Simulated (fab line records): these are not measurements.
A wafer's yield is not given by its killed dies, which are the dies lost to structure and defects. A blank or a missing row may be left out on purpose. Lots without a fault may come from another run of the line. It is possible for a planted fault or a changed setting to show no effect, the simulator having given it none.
fab line records	flow sfqLine
record: lots: 7	wafers: 21	lastDay: 81
route steps=325 shown I3@143 M4@148
lots that met no fault: from a run of the same line without faults
startH: hours from the record's opening day to when the first of the lot's shown wafers began	waitH: time in hours since the lot's previous step	" repeats the value in the row above	L1.1+2: a single row standing in for several wafers	- no value, or no start was given	* or withheld: withheld	< > ~ a bound
route shown NAME@n: names a module that has steps shown in the file, with the first one's number in the route	usual: mean/standard deviation of fault-free wafers	same: alike in all rows	chamber/n: place in a boat	sites: each site's reading	_std_site: how widely they spread, as a standard deviation	_edge_site: the outer-site mean with the inner-site mean subtracted	radiusMm: how far each site lies from the wafer's centre	mask NAME#n: copy n	behind: the last tool/chamber to shape the wafer	hold: why the lot went on hold/how many hours it stayed there/how the hold came to an end	device: transistor that didn't switch, given as n, p or np	end of line: at the end of the route, the tests of the same wafers	where a step has no rows: the recipe by itself	killed: at the first sort, the dies lost to defects and structure; wafer yield is something else	map: a wafer's dies, marking killed ones x, the rest . and places with no die _
set.NAME: the setting as run; set.NAME@STEP: as run at that earlier step	model.NAME: the simulator's own value behind a step, which no gauge read
lots at some steps of the route; a table a step, a row a wafer
services: a tool's chamber out of use, with start hour (startH, from the record's first day; less than 0 if before it), hours out, and reason
== steps ==
step: SFQ_I3_OVL_MEAS_923
usual: I3_OVL: -1/5.4
lot.wafer	tool	chamber	startH	waitH	I3_OVL[nm]
L444.3	overlay-01	-	1024.69	0.1	-2
L444.5	"	-	"	"	1
L444.6	"	-	"	"	5
L450.2	overlay-01	-	1091.63	0.1	-10
L450.4	"	-	"	"	-10
L450.6	"	-	"	"	0
L453.1	overlay-01	-	1102.42	0.1	-12
L453.2	"	-	"	"	-2
L453.5	"	-	"	"	-7
L454.1	overlay-01	-	1112.02	0.1	-3
L454.3	"	-	"	"	-4
L454.4	"	-	"	"	-4
L455.2	overlay-01	-	1122.83	0.1	8
L455.3	"	-	"	"	2
L455.5	"	-	"	"	0
L460.1	overlay-01	-	1144.42	0.1	-2
L460.4	"	-	"	"	1
L460.6	"	-	"	"	4
L464.1	overlay-02	-	1215.41	0.1	8
L464.4	"	-	"	"	10
L464.5	"	-	"	"	6
step: SFQ_TRILAYER_I3_VIA_BARC_OPEN_VIA_ETCH_121
recipe: maskMaterial: PR	chemistry: O2	targetDepthNm: 125	target: BARC	sourceW: 500	biasW: 80	pressureMtorr: 30	timeS: 41.7
usual: biasW: 80.00/0.26	drypumpMotorCurrentA: 5.7/0.51	oesProductAu: 0.685/0.0052
same: timeS: 41.7
lot.wafer	tool	chamber	startH	waitH	biasW	drypumpMotorCurrentA	oesProductAu	rfHoursCounterH
L444.3	rieDiel-03	3	1024.71	0.0	79.80	6.2	0.680	12
L444.5	"	3	"	"	79.65	6.2	0.680	-
L444.6	"	1	"	"	79.82	6.4	0.670	-
L450.2	rieDiel-02	1	1091.66	0.0	80.16	6.4	0.682	3
L450.4	"	2	"	"	79.98	5.5	0.685	9
L450.6	"	1	"	"	79.66	6.4	0.681	-
L453.1	rieDiel-03	3	1102.46	0.0	79.67	6.2	0.683	13
L453.2	"	1	"	"	80.16	6.4	0.694	14
L453.5	"	0	"	"	79.90	5.3	0.679	-
L454.1	rieDiel-01	1	1112.06	0.0	80.12	6.0	0.687	9
L454.3	"	0	"	"	79.98	4.8	0.690	11
L454.4	"	2	"	"	80.09	5.5	0.688	6
L455.2	rieDiel-02	0	1122.86	0.0	79.73	5.9	0.685	6
L455.3	"	1	"	"	80.16	6.4	0.684	3
L455.5	"	1	"	"	79.69	6.4	0.687	-
L460.1	rieDiel-01	3	1144.46	0.0	79.68	4.8	0.681	1
L460.4	"	1	"	"	79.94	5.9	0.682	-
L460.6	"	3	"	"	79.89	4.8	0.688	-
L464.1	rieDiel-03	1	1215.44	0.0	80.45	6.4	0.685	16
L464.4	"	0	"	"	79.64	5.3	0.685	20
L464.5	"	1	"	"	79.96	6.4	0.691	-
step: SFQ_TRILAYER_I3_VIA_ETCH_VIA_ETCH_088
recipe: target: SiO2	stopOn: Nb	maskMaterial: PR	taperDeg: 20	chemistry: CHF3	targetDepthNm: 260	sourceW: 500	biasW: 80	pressureMtorr: 30	timeS: withheld
usual: biasW: 79.98/0.21	drypumpMotorCurrentA: 5.7/0.51	oesProductAu: 0.855/0.0045
lot.wafer	tool	chamber	startH	waitH	biasW	drypumpMotorCurrentA	oesProductAu
L444.3	rieDiel-03	3	1024.75	0.0	80.18	6.2	0.849
L444.5	"	3	"	"	80.19	6.2	0.846
L444.6	"	1	"	"	80.32	6.4	0.852
L450.2	rieDiel-02	1	1091.70	0.0	79.87	6.4	0.856
L450.4	"	2	"	"	80.00	5.5	0.856
L450.6	"	1	"	"	79.88	6.4	0.859
L453.1	rieDiel-03	3	1102.50	0.0	80.08	6.2	0.852
L453.2	"	1	"	"	79.84	6.4	0.860
L453.5	"	0	"	"	79.82	5.3	0.858
L454.1	rieDiel-01	1	1112.10	0.0	80.07	5.9	0.852
L454.3	"	0	"	"	80.27	4.8	0.858
L454.4	"	2	"	"	80.23	5.5	0.853
L455.2	rieDiel-02	0	1122.90	0.0	80.01	5.9	0.856
L455.3	"	1	"	"	80.14	6.4	0.853
L455.5	"	1	"	"	80.30	6.4	0.848
L460.1	rieDiel-01	3	1144.50	0.0	79.90	4.8	0.849
L460.4	"	1	"	"	79.51	5.9	0.851
L460.6	"	3	"	"	80.04	4.8	0.848
L464.1	rieDiel-03	1	1215.48	0.0	79.76	6.4	0.855
L464.4	"	0	"	"	80.24	5.3	0.849
L464.5	"	1	"	"	79.94	6.4	0.853
step: SFQ_TRILAYER_I3_VIA_STRIP_STRIP_089
recipe: gas: O2	powerW: 200	platenTempC: 40	overashFraction: 0.65	chemistry: O2	pressureMtorr: 50
usual: drypumpMotorCurrentA: 5.8/0.4	oesProductAu: 1.000/0.0093
lot.wafer	tool	chamber	startH	waitH	drypumpMotorCurrentA	oesProductAu	rfHoursCounterH
L444.3	rieMetal-02	1	1025.06	-	6.2	0.997	-
L444.5	"	0	"	"	6.4	0.991	-
L444.6	"	1	"	"	6.2	1.002	-
L450.2	rieMetal-01	1	1091.81	-	5.8	0.987	145
L450.4	"	1	"	"	5.8	0.979	-
L450.6	"	1	"	"	5.8	0.988	-
L453.1	rieMetal-02	1	1102.61	-	6.3	0.987	141
L453.2	"	0	"	"	6.4	0.994	45
L453.5	"	0	"	"	6.4	0.987	-
L454.1	rieMetal-04	0	1112.21	-	5.3	1.003	81
L454.3	"	0	"	"	5.3	0.994	-
L454.4	"	0	"	"	5.3	1.004	-
L455.2	rieMetal-04	0	1123.21	-	5.3	1.010	-
L455.3	"	0	"	"	5.3	1.017	-
L455.5	"	0	"	"	5.3	1.009	-
L460.1	rieMetal-02	1	1144.61	-	6.2	0.996	147
L460.4	"	1	"	"	6.2	0.986	-
L460.6	"	1	"	"	6.2	0.986	-
L464.1	rieMetal-04	1	1215.59	-	5.9	1.016	14
L464.4	"	1	"	"	5.8	1.007	-
L464.5	"	1	"	"	5.8	1.010	-
step: SFQ_TRILAYER_I3_VIA_STRIP_SOLV_CLEAN_090
recipe: chemistry: NMP	tempC: 70	timeS: 600
step: SFQ_TRILAYER_M4_DEP_PRE_CLEAN_092
recipe: gas: Ar	timeS: 22.5	biasV: 250
step: SFQ_TRILAYER_M4_DEP_SPUTTER_091
recipe: material: Nb	basePressurePa: 1.33e-06	chamberPressurePa: 0.1333	substrateTempC: 20	resputterCathodeVoltageV: 400	targetThkNm: 200	powerW: 2000	timeS: 133.3
usual: cathodeDcPowerW: 2000.0/0.42	throttleValvePct: 30.2/0.53
same: timeS: 133.3
lot.wafer	tool	chamber	startH	waitH	cathodeDcPowerW	throttleValvePct
L444.3	pvdSputter-05	-	1025.67	0.0	1999.4	31.0
L444.5	"	-	"	"	2000.1	29.8
L444.6	"	-	"	"	2000.5	30.3
L450.2	pvdSputter-03	-	1092.62	0.0	2000.6	29.7
L450.4	"	-	"	"	1999.8	29.9
L450.6	"	-	"	"	2000.5	30.5
L453.1	pvdSputter-03	-	1103.42	0.0	2000.8	30.2
L453.2	"	-	"	"	2000.6	30.1
L453.5	"	-	"	"	1999.9	29.9
L454.1	pvdSputter-06	-	1113.63	0.0	1999.8	30.5
L454.3	"	-	"	"	2000.2	29.3
L454.4	"	-	"	"	1999.8	30.4
L455.2	pvdSputter-06	-	1124.42	0.0	1999.8	29.8
L455.3	"	-	"	"	1999.5	30.6
L455.5	"	-	"	"	2000.2	30.4
L460.1	pvdSputter-05	-	1145.42	0.0	1999.8	30.1
L460.4	"	-	"	"	2000.5	31.0
L460.6	"	-	"	"	1999.5	30.0
L464.1	pvdSputter-05	-	1216.40	0.0	2000.0	30.1
L464.4	"	-	"	"	1998.8	30.0
L464.5	"	-	"	"	1999.4	30.3
step: SFQ_M4_RS_MEAS_924
recipe: thkMeasGauge: four-point-probe	reads: Nb_of_TRILAYER_M4_DEP_SPUTTER_091
usual: M4_NB_RS: 0.889/0.011
lot.wafer	tool	chamber	startH	waitH	M4_NB_RS[ohm/sq]
L444.3	filmMetro-01	-	1025.80	0.1	0.897
L444.5	"	-	"	"	0.889
L444.6	"	-	"	"	0.900
L450.2	filmMetro-04	-	1092.73	0.1	0.893
L450.4	"	-	"	"	0.880
L450.6	"	-	"	"	0.879
L453.1	filmMetro-01	-	1103.51	0.0	0.878
L453.2	"	-	"	"	0.884
L453.5	"	-	"	"	0.876
L454.1	filmMetro-04	-	1113.72	0.0	0.869
L454.3	"	-	"	"	0.881
L454.4	"	-	"	"	0.855
L455.2	filmMetro-01	-	1124.53	0.1	0.904
L455.3	"	-	"	"	0.886
L455.5	"	-	"	"	0.888
L460.1	filmMetro-01	-	1145.51	0.0	0.907
L460.4	"	-	"	"	0.911
L460.6	"	-	"	"	0.889
L464.1	filmMetro-04	-	1216.49	0.0	0.890
L464.4	"	-	"	"	0.900
L464.5	"	-	"	"	0.886
step: SFQ_TRILAYER_M4_LITHO_COAT_098
recipe: resist: BARC	spinRpm: 3000	resistThkNm: 62
step: SFQ_TRILAYER_M4_LITHO_COAT_093
recipe: resist: KrF	spinRpm: 3000	resistThkNm: 600
step: SFQ_TRILAYER_M4_LITHO_SOFTBAKE_097
recipe: tempC: withheld	timeS: withheld	resist: KrF
step: SFQ_TRILAYER_M4_LITHO_EXPOSE_094
recipe: maskId: M4	na: 0.6	sourceShape: conventional	sigmaOuter: 0.65	targetCdNm: 500	doseMj: 14.4
usual: exposureDoseMJCm2: 14.402/0.015
same: na: 0.6	sigmaOuter: 0.65
lot.wafer	tool	chamber	startH	waitH	mask	exposureDoseMJCm2
L444.3	krfScanner-02	0	1139.72	-	M4#0	14.424
L444.5	"	0	"	"	M4#0	14.422
L444.6	"	0	"	"	M4#0	14.413
L450.2	krfScanner-02	0	1187.52	-	M4#0	14.395
L450.4	"	0	"	"	M4#0	14.406
L450.6	"	0	"	"	M4#0	14.426
L453.1	krfScanner-01	0	1196.83	-	M4#0	15.032
L453.2	"	0	"	"	M4#0	15.041
L453.5	"	0	"	"	M4#0	15.043
L454.1	krfScanner-01	0	1206.43	-	M4#0	15.025
L454.3	"	0	"	"	M4#0	15.013
L454.4	"	0	"	"	M4#0	15.020
L455.2	krfScanner-01	0	1218.63	-	M4#0	15.061
L455.3	"	0	"	"	M4#0	15.042
L455.5	"	0	"	"	M4#0	15.062
L460.1	krfScanner-02	0	1254.08	-	M4#0	14.379
L460.4	"	0	"	"	M4#0	14.426
L460.6	"	0	"	"	M4#0	14.391
L464.1	krfScanner-02	0	1322.44	-	M4#0	14.383
L464.4	"	0	"	"	M4#0	14.392
L464.5	"	0	"	"	M4#0	14.382
step: SFQ_TRILAYER_M4_LITHO_PEB_096
recipe: pebTempC: 115	pebTimeS: 60	resist: KrF
step: SFQ_TRILAYER_M4_LITHO_DEVELOP_095
recipe: timeS: 60	resist: KrF
step: SFQ_M4_OVL_MEAS_926
usual: M4_OVL: -2/4.8
lot.wafer	tool	chamber	startH	waitH	M4_OVL[nm]
L444.3	overlay-02	-	1140.84	0.1	-1
L444.5	"	-	"	"	-5
L444.6	"	-	"	"	-5
L450.2	overlay-02	-	1188.83	0.1	-1
L450.4	"	-	"	"	-5
L450.6	"	-	"	"	1
L453.1	overlay-02	-	1198.33	0.1	-6
L453.2	"	-	"	"	-5
L453.5	"	-	"	"	-5
L454.1	overlay-01	-	1207.93	0.1	5
L454.3	"	-	"	"	-1
L454.4	"	-	"	"	9
L455.2	overlay-02	-	1219.93	0.1	-11
L455.3	"	-	"	"	1
L455.5	"	-	"	"	-8
L460.1	overlay-02	-	1255.58	0.1	1
L460.4	"	-	"	"	-1
L460.6	"	-	"	"	5
L464.1	overlay-01	-	1323.94	0.1	-7
L464.4	"	-	"	"	-5
L464.5	"	-	"	"	-6
step: SFQ_TRILAYER_M4_BARC_OPEN_METAL_ETCH_123
recipe: maskMaterial: PR	chemistry: O2	targetDepthNm: 125	target: BARC	icpW: 600	biasW: 80	pressureMtorr: 10	timeS: 41.7
usual: biasW: 80.02/0.24	drypumpMotorCurrentA: 6.0/0.38	oesProductAu: 0.685/0.0046
same: timeS: 41.7
lot.wafer	tool	chamber	startH	waitH	biasW	drypumpMotorCurrentA	oesProductAu	rfHoursCounterH	model.M4.cdNm
L444.3	rieMetal-02	1	1140.88	0.0	79.64	6.2	0.688	-	499.7
L444.5	"	1	"	"	79.65	6.2	0.679	-	500.5
L444.6	"	0	"	"	79.98	6.4	0.685	-	500.4
L450.2	rieMetal-03	0	1188.86	0.0	79.71	5.7	0.685	4	499.6
L450.4	"	1	"	"	79.94	6.3	0.680	-	498.2
L450.6	"	1	"	"	79.93	6.3	0.689	-	498.6
L453.1	rieMetal-03	0	1198.36	0.0	80.16	5.7	0.685	6	493.3
L453.2	"	1	"	"	80.05	6.3	0.688	141	492.8
L453.5	"	0	"	"	80.14	5.7	0.680	-	492.6
L454.1	rieMetal-04	1	1207.96	0.0	79.71	5.8	0.683	13	492.6
L454.3	"	0	"	"	79.91	5.3	0.685	-	493.4
L454.4	"	1	"	"	79.69	5.8	0.689	-	491.7
L455.2	rieMetal-02	1	1219.96	0.0	79.90	6.2	0.679	160	495.1
L455.3	"	0	"	"	80.16	6.4	0.686	-	493.8
L455.5	"	1	"	"	79.91	6.2	0.687	-	493.2
L460.1	rieMetal-02	0	1255.62	0.0	80.36	6.4	0.682	72	500
L460.4	"	0	"	"	80.24	6.4	0.684	-	499.9
L460.6	"	0	"	"	80.45	6.4	0.683	-	499.3
L464.1	rieMetal-04	0	1323.97	0.0	80.12	5.3	0.686	115	501.5
L464.4	"	0	"	"	80.31	5.3	0.687	-	501
L464.5	"	1	"	"	80.46	5.8	0.681	-	498
step: SFQ_TRILAYER_M4_ETCH_METAL_ETCH_096
recipe: target: Nb	stopOn: SiO2	maskMaterial: PR	chemistry: Cl2/Ar	targetDepthNm: 240	icpW: 600	biasW: 80	pressureMtorr: 10	timeS: 120
usual: biasW: 79.99/0.21	drypumpMotorCurrentA: 6.0/0.38	oesProductAu: 0.894/0.008
same: timeS: 120
lot.wafer	tool	chamber	startH	waitH	biasW	drypumpMotorCurrentA	oesProductAu	rfHoursCounterH	model.M4.cdNm
L444.3	rieMetal-02	1	1140.96	0.1	79.90	6.2	0.895	-	500.3
L444.5	"	1	"	"	79.67	6.2	0.898	-	500.1
L444.6	"	0	"	"	79.73	6.4	0.886	-	500
L450.2	rieMetal-03	0	1188.92	0.0	79.77	5.7	0.891	4	499.6
L450.4	"	1	"	"	80.58	6.3	0.896	-	497.2
L450.6	"	1	"	"	80.26	6.3	0.903	-	497.9
L453.1	rieMetal-03	0	1198.42	0.0	79.89	5.7	0.896	6	494.4
L453.2	"	1	"	"	79.93	6.3	0.897	141	493.4
L453.5	"	0	"	"	79.52	5.8	0.910	-	493
L454.1	rieMetal-04	1	1208.02	0.0	79.98	5.8	0.904	13	495.5
L454.3	"	0	"	"	80.13	5.3	0.902	-	492.2
L454.4	"	1	"	"	80.07	5.9	0.914	-	494.3
L455.2	rieMetal-02	1	1220.02	0.0	79.86	6.2	0.893	160	496.4
L455.3	"	0	"	"	80.13	6.3	0.902	-	493.6
L455.5	"	1	"	"	79.50	6.2	0.901	-	493.4
L460.1	rieMetal-02	0	1255.74	0.1	79.73	6.3	0.877	72	498.4
L460.4	"	0	"	"	79.77	6.3	0.880	-	497.2
L460.6	"	0	"	"	80.04	6.3	0.899	-	496.8
L464.1	rieMetal-04	0	1324.03	0.0	79.89	5.2	0.888	115	501
L464.4	"	0	"	"	79.79	5.3	0.890	-	499.4
L464.5	"	1	"	"	80.47	5.9	0.897	-	499.7
step: SFQ_TRILAYER_M4_STRIP_STRIP_097
recipe: gas: O2	powerW: 200	platenTempC: 40	overashFraction: 0.65	chemistry: O2	pressureMtorr: 50
usual: drypumpMotorCurrentA: 6.0/0.38	oesProductAu: 1.001/0.01
lot.wafer	tool	chamber	startH	waitH	drypumpMotorCurrentA	oesProductAu	rfHoursCounterH
L444.3	rieMetal-02	1	1141.25	0.2	6.2	0.980	-
L444.5	"	1	"	"	6.2	0.995	-
L444.6	"	0	"	"	6.4	0.992	-
L450.2	rieMetal-03	0	1189.05	0.1	5.7	1.003	4
L450.4	"	1	"	"	6.3	0.987	-
L450.6	"	1	"	"	6.3	0.979	-
L453.1	rieMetal-03	0	1198.55	0.1	5.7	1.013	6
L453.2	"	1	"	"	6.3	0.993	141
L453.5	"	0	"	"	5.7	1.009	-
L454.1	rieMetal-04	1	1208.15	0.1	5.8	1.002	13
L454.3	"	0	"	"	5.3	1.003	-
L454.4	"	1	"	"	5.8	1.009	-
L455.2	rieMetal-02	1	1220.15	0.1	6.2	0.979	160
L455.3	"	0	"	"	6.4	0.974	-
L455.5	"	1	"	"	6.2	0.983	-
L460.1	rieMetal-02	0	1255.99	0.2	6.4	0.996	73
L460.4	"	0	"	"	6.4	1.000	-
L460.6	"	0	"	"	6.3	0.990	-
L464.1	rieMetal-04	0	1324.16	0.1	5.3	1.006	115
L464.4	"	0	"	"	5.3	1.013	-
L464.5	"	1	"	"	5.9	1.011	-
== services ==
tool	chamber	startH	hours	kind
krfScanner-02	-	1012.27	1.3	pm
rieDiel-01	-	1020.13	0.4	repair
rieDiel-01	3	1020.50	3.5	repair
rieDiel-03	0	1023.88	4.0	repair
rieDiel-03	1	1027.34	47.1	repair
rieDiel-01	0	1029.18	5.4	repair
rieDiel-01	-	1044.17	0.3	repair
krfScanner-02	-	1060.77	1.0	pm
rieMetal-04	0	1063.51	11.8	repair
krfScanner-02	-	1079.77	0.8	pm
rieDiel-02	0	1123.34	3.1	repair
rieDiel-03	3	1132.68	1.3	repair
rieDiel-02	-	1134.55	4.0	pm
rieDiel-02	0	1140.14	2.6	repair
rieDiel-01	2	1144.36	6.1	repair
rieDiel-02	0	1185.74	18.1	repair
krfScanner-02	-	1188.52	1.3	pm
rieMetal-02	-	1191.53	2.8	pm
rieMetal-02	-	1209.95	1.0	repair
rieDiel-01	1	1220.42	23.7	repair
krfScanner-02	-	1226.67	1.0	pm
krfScanner-02	-	1249.28	0.8	pm
rieDiel-03	2	1283.22	6.9	repair
rieDiel-03	0	1297.91	7.6	repair
== key ==
firstSign: step: SFQ_TRILAYER_M4_LITHO_EXPOSE_094	reading: exposureDoseMJCm2	direction: up	sigmas: 42	usual: 14.402	struck: 15.038
effect none on later readings
modelEffect: step: SFQ_TRILAYER_M4_BARC_OPEN_METAL_ETCH_123	value: M4.cdNm	without: 500.1	struck: 493.2
modelEffect: step: SFQ_TRILAYER_M4_ETCH_METAL_ETCH_096	value: M4.cdNm	without: 501	struck: 494
metAt SFQ_TRILAYER_M4_LITHO_EXPOSE_094
struckWafers L453.1,L453.2,L453.5,L454.1,L454.3,L454.4,L455.2,L455.3,L455.5
fault: kind: processParameterDrift	tool: krfScanner-01	chamber: -	onsetH: 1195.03	steps: SFQ_TRILAYER_M4_LITHO_EXPOSE_094	channel: doseMj	offset: 0.63584	shape: step	actsIn: theseRecipesOnly	stated: 14.4
